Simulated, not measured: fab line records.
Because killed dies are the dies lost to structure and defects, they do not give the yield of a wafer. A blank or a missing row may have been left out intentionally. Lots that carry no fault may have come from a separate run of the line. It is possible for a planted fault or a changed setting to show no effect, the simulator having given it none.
Comparing a struck lot with a sound one + flow sky130 + 42 out of 708 route steps
Sound: these wafers, L901.1, L901.2, L901.6. Struck: wafer L908.2 (L908.3, L908.4, from the same lot, were not struck and are left out); the cause is given at the end.
For every step that has rows: the tool of each side, followed by ch and its chambers, followed by its first start. Under that, the readings that differ: sound wafers + struck wafers + difference of the means + sigmas: that difference in standard deviations of wafers without a fault.
alike: same words and numbers on both sides, and readings whose means sit less than 2 such deviations apart. not compared: any withheld reading, any reading some wafer has no value for, any bound like >300 that may hide the same value, and any number with overlapping values for which the record gives no deviation.
A row with sigmas, a row that says differs or no value, or rows on one side alone: a step with any of these is where the two part. Numbers that have no deviation but don't overlap get no sigmas and don't part them. Lack of a reading on every wafer of one side parts them only where that side has two or more wafers.

first, 1 step without rows for these wafers: SKY_POLY_CUT_ETCH_10 (etches BARC in N2/H2, stops on SiO2, time 45.9 s, target depth 60 nm).
SKY_POLY_CUT_ETCH_11: etches Si3N4 in CF4/CH2F2/Ar, stops on poly-Si, time 42.5 s, target depth 60 nm.
  sound on rie-diel-03 ch 0,1,3, day 24 20:07; struck on rie-diel-02 ch 0, day 28 07:08
  alike: drypump-motor-current-A, oes-product-au, throttle-valve-pct
  not compared: rf-hours-counter-h
SKY_POLY_CUT_STRIP_12: strips in O2/N2.
  sound on plasma-asher-03 ch 0,1, day 24 20:10; struck on plasma-asher-04 ch 0, day 28 07:10
  alike: drypump-motor-current-A, oes-product-au, strip-time-to-endpoint-s
  not compared: rf-hours-counter-h
then, 7 steps without rows for these wafers: SKY_SD_P_DEHYDRATE_00 (time 60 s); SKY_SD_P_HMDS_01 (prime time 60 s); SKY_SD_P_COAT_02 (resist thk 1140 nm); SKY_SD_P_SOFTBAKE_03 (time 60 s); SKY_SD_P_EXPOSE_04 (exposes mask PSDM, target cd 380 nm); SKY_SD_P_PEB_05; SKY_SD_P_DEVELOP_06 (develop time 60 s).
SKY_SD_P_CD_MEAS_07: target cd 380 nm.
  struck on cd-sem-02, day 29 11:15; sound on cd-sem-02, day 26 00:41
  alike: cd-nm
SKY_SD_P_OVL_MEAS_08:
  struck on overlay-02, day 29 11:21; sound on overlay-02, day 26 00:49
| reading       | sound          | struck | difference | sigmas |
|---------------|----------------|--------|------------|--------|
| SD_P_OVL (nm) | -2.4 -3.1 -3.0 | -0.2   | +2.6       | +2     |
SKY_SD_P_IMPLANT_09:
  sound on implanter-02 ch 0, day 26 00:51; struck on implanter-02 ch 0, day 29 11:25
SKY_SD_P_STRIP_10: strips in O2/N2.
  sound on plasma-asher-01 ch 0,1, day 26 01:00; struck on plasma-asher-02 ch 0, day 29 11:32
  alike: drypump-motor-current-A, oes-product-au, strip-time-to-endpoint-s
  not compared: rf-hours-counter-h
SKY_SD_P_TW_MEAS_11:
  struck on film-metro-02, day 29 11:38; sound on film-metro-02, day 26 01:06
  alike: SD_P_TW
then, 8 steps without rows for these wafers: SKY_RES_XHIGH_DEHYDRATE_00 (time 60 s); SKY_RES_XHIGH_HMDS_01 (prime time 60 s); SKY_RES_XHIGH_COAT_02 (resist thk 1140 nm); SKY_RES_XHIGH_SOFTBAKE_03 (time 60 s); SKY_RES_XHIGH_EXPOSE_04 (exposes mask URPM, target cd 1270 nm); SKY_RES_XHIGH_PEB_05; SKY_RES_XHIGH_DEVELOP_06 (develop time 60 s); SKY_RES_XHIGH_IMPLANT_07.
SKY_RES_XHIGH_STRIP_08: strips in O2/N2.
  sound on plasma-asher-02 ch 0,1, day 27 06:06; struck on plasma-asher-01 ch 1, day 30 15:14
  alike: drypump-motor-current-A, oes-product-au, strip-time-to-endpoint-s
  not compared: rf-hours-counter-h
SKY_RES_XHIGH_TW_MEAS_09:
  struck on film-metro-04, day 30 15:21; sound on film-metro-04, day 27 06:12
  alike: RES_XHIGH_TW
then, 7 steps without rows for these wafers: SKY_SD_N_DEHYDRATE_00 (time 60 s); SKY_SD_N_HMDS_01 (prime time 60 s); SKY_SD_N_COAT_02 (resist thk 1140 nm); SKY_SD_N_SOFTBAKE_03 (time 60 s); SKY_SD_N_EXPOSE_04 (exposes mask NSDM, target cd 380 nm); SKY_SD_N_PEB_05; SKY_SD_N_DEVELOP_06 (develop time 60 s).
SKY_SD_N_CD_MEAS_07: target cd 380 nm.
  struck on cd-sem-02, day 31 17:42; sound on cd-sem-02, day 28 10:58
  alike: cd-nm
SKY_SD_N_OVL_MEAS_08:
  struck on overlay-02, day 31 17:48; sound on overlay-02, day 28 11:05
  alike: SD_N_OVL
then, 3 steps without rows for these wafers: SKY_SD_N_IMPLANT_09; SKY_SD_N_IMPLANT_10; SKY_SD_N_STRIP_11 (strips in O2/N2).
SKY_SD_N_TW_MEAS_12:
  struck on film-metro-02, day 31 18:14; sound on film-metro-04, day 28 11:31
  alike: SD_N_TW
then, 1 step without rows for these wafers: SKY_SD_N_CLEAN_13 (cleans in SC1/SC2, time 150 s).
SKY_SD_N_RTA_14: time 2 s.
  sound on rtp-anneal-02 ch 0, day 28 11:38; struck on rtp-anneal-01 ch 0, day 31 18:22
| reading           | sound                | struck | difference | sigmas |
|-------------------|----------------------|--------|------------|--------|
| anneal-temp-c-max | 1081.9 1081.1 1084.7 | 1080.1 | -2.5       | -2     |
  alike: lamp-power-pct, ramp-down-c-per-s, wafer_temp_C_max
SKY_SD_N_RS_MEAS_16: measures by four-point-probe.
  struck on film-metro-04, day 31 18:36; sound on film-metro-02, day 28 11:48
  alike: SD_N_RS
-- the record jumps here: 17 days lie between the struck wafers' starts before and after (it left off in module SD_N and takes up again in module PAD_OPEN, whose first step shown is number 708 of the route) --
SKY_PAD_OPEN_PROBE_99:
  struck on prober-02, day 48 16:01; sound on prober-01, day 46 10:40
| reading                                 | sound             | struck | difference | sigmas |
|-----------------------------------------|-------------------|--------|------------|--------|
| killed-at-other                         | 0 0 0             | 1      | +1         | +2     |
| model.etest.res-high-po.rs-ohm-sq-range | 6.859 7.802 7.808 | 34.25  | +26.76     |        |
| model.etest.res-pdiff.rs-ohm-sq-range   | 3.977 3.406 3.08  | 14.62  | +11.13     |        |
  alike: killed_at_M0_to_M3, killed_at_M4_up, killed-at-contacts, killed-at-front-end, killed-dies, killed-open, killed-short

== WHERE THEY PART ==
First at SKY_SD_P_OVL_MEAS_08; last, within this record, at SKY_PAD_OPEN_PROBE_99.

WHY: the cause the simulator had injected
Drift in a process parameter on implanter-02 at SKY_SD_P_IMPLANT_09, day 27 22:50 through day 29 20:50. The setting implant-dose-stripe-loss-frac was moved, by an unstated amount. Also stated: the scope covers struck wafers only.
